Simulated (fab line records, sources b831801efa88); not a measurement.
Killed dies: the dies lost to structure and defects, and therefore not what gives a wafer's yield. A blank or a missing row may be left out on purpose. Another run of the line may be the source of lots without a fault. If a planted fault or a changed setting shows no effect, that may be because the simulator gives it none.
Matching of chambers || flow sky130 || cmp-02 running SKY_VIA3_CMP_02: 4 sister chambers
The step polishes SiO2. 30 wafers are shown with their chamber, then 12 later ones without.

## WAFERS PAIRED WITH THEIR CHAMBERS
{"wafer": "L074.2", "chamber": 0, "motor current A (A)": 11.6}
{"wafer": "L074.3", "chamber": 2, "motor current A (A)": 11.8}
{"wafer": "L074.4", "chamber": 1, "motor current A (A)": 10.6}
{"wafer": "L075.3", "chamber": 3, "motor current A (A)": 11.6}
{"wafer": "L075.4", "chamber": 0, "motor current A (A)": 11.7}
{"wafer": "L075.5", "chamber": 2, "motor current A (A)": 12.1}
{"wafer": "L081.1", "chamber": 2, "motor current A (A)": 11.9}
{"wafer": "L081.3", "chamber": 3, "motor current A (A)": 11.6}
{"wafer": "L081.4", "chamber": 0, "motor current A (A)": 11.1}
{"wafer": "L081.2", "chamber": 1, "motor current A (A)": 11.3}
{"wafer": "L081.5", "chamber": 3, "motor current A (A)": 11.1}
{"wafer": "L081.6", "chamber": 0, "motor current A (A)": 12.2}
{"wafer": "L080.1", "chamber": 1, "motor current A (A)": 11.1}
{"wafer": "L080.3", "chamber": 2, "motor current A (A)": 12.0}
{"wafer": "L080.4", "chamber": 0, "motor current A (A)": 11.5}
{"wafer": "L082.2", "chamber": 1, "motor current A (A)": 10.8}
{"wafer": "L082.5", "chamber": 2, "motor current A (A)": 11.7}
{"wafer": "L082.6", "chamber": 3, "motor current A (A)": 11.5}
{"wafer": "L085.4", "chamber": 2, "motor current A (A)": 11.9}
{"wafer": "L085.5", "chamber": 2, "motor current A (A)": 12.7}
{"wafer": "L085.6", "chamber": 3, "motor current A (A)": 11.3}
{"wafer": "L089.1", "chamber": 2, "motor current A (A)": 11.6}
{"wafer": "L089.3", "chamber": 1, "motor current A (A)": 10.9}
{"wafer": "L089.4", "chamber": 3, "motor current A (A)": 11.3}
{"wafer": "L089.2", "chamber": 0, "motor current A (A)": 11.0}
{"wafer": "L089.5", "chamber": 1, "motor current A (A)": 10.5}
{"wafer": "L089.6", "chamber": 2, "motor current A (A)": 12.2}
{"wafer": "L092.3", "chamber": 1, "motor current A (A)": 10.9}
{"wafer": "L092.4", "chamber": 3, "motor current A (A)": 11.5}
{"wafer": "L092.5", "chamber": 2, "motor current A (A)": 11.6}

SIGNATURES (averages over the wafers above)
{"reading": "motor current A", "chamber 0": 11.517, "chamber 1": 10.871, "chamber 2": 11.950, "chamber 3": 11.414, "scatter within a chamber": 0.316}
Rule: a wafer lies at a distance from a chamber equal to the root of the sum of squares, over the readings, of (its reading less the chamber's mean, divided by the reading's scatter). If the next closest chamber is less than 2 further off than the closest, the wafer can't be placed; otherwise it belongs to the closest. The scatter is the square root of a quotient: the sum, over the shown wafers, of each reading's squared deviation from its chamber's mean, divided by wafers minus chambers.

## WAFERS WHOSE CHAMBER IS MISSING
{"wafer": "L090.1", "motor current A (A)": 11.6}
{"wafer": "L090.5", "motor current A (A)": 11.2}
{"wafer": "L090.6", "motor current A (A)": 12.5}
{"wafer": "L094.1", "motor current A (A)": 11.0}
{"wafer": "L094.4", "motor current A (A)": 11.4}
{"wafer": "L094.5", "motor current A (A)": 12.2}
{"wafer": "L095.3", "motor current A (A)": 12.1}
{"wafer": "L095.4", "motor current A (A)": 11.4}
{"wafer": "L095.5", "motor current A (A)": 10.3}
{"wafer": "L096.1", "motor current A (A)": 12.7}
{"wafer": "L096.3", "motor current A (A)": 11.5}
{"wafer": "L096.5", "motor current A (A)": 11.7}

## THE CHAMBER EACH PASSED THROUGH
{"wafer": "L090.1", "from the rows above": "can't be placed: 0 or 3 or 2", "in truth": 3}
{"wafer": "L090.5", "from the rows above": "can't be placed: 3 or 0 or 1 or 2", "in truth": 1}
{"wafer": "L090.6", "from the rows above": "can't be placed: 2 or 0 or 3", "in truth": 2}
{"wafer": "L094.1", "from the rows above": "can't be placed: 1 or 3 or 0", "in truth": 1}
{"wafer": "L094.4", "from the rows above": "can't be placed: 3 or 0 or 1 or 2", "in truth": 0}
{"wafer": "L094.5", "from the rows above": "can't be placed: 2 or 0 or 3", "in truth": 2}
{"wafer": "L095.3", "from the rows above": "can't be placed: 2 or 0 or 3", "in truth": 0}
{"wafer": "L095.4", "from the rows above": "can't be placed: 3 or 0 or 1 or 2", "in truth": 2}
{"wafer": "L095.5", "from the rows above": "can't be placed: 1 or 3", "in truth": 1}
{"wafer": "L096.1", "from the rows above": "can't be placed: 2 or 0 or 3", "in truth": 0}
{"wafer": "L096.3", "from the rows above": "can't be placed: 0 or 3 or 2 or 1", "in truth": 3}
{"wafer": "L096.5", "from the rows above": "can't be placed: 0 or 2 or 3", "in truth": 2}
Correct placement for 0 of the 12. Can't be placed from these rows: 12 (the true chamber is among the candidates in 12). Wrongly placed: 0.
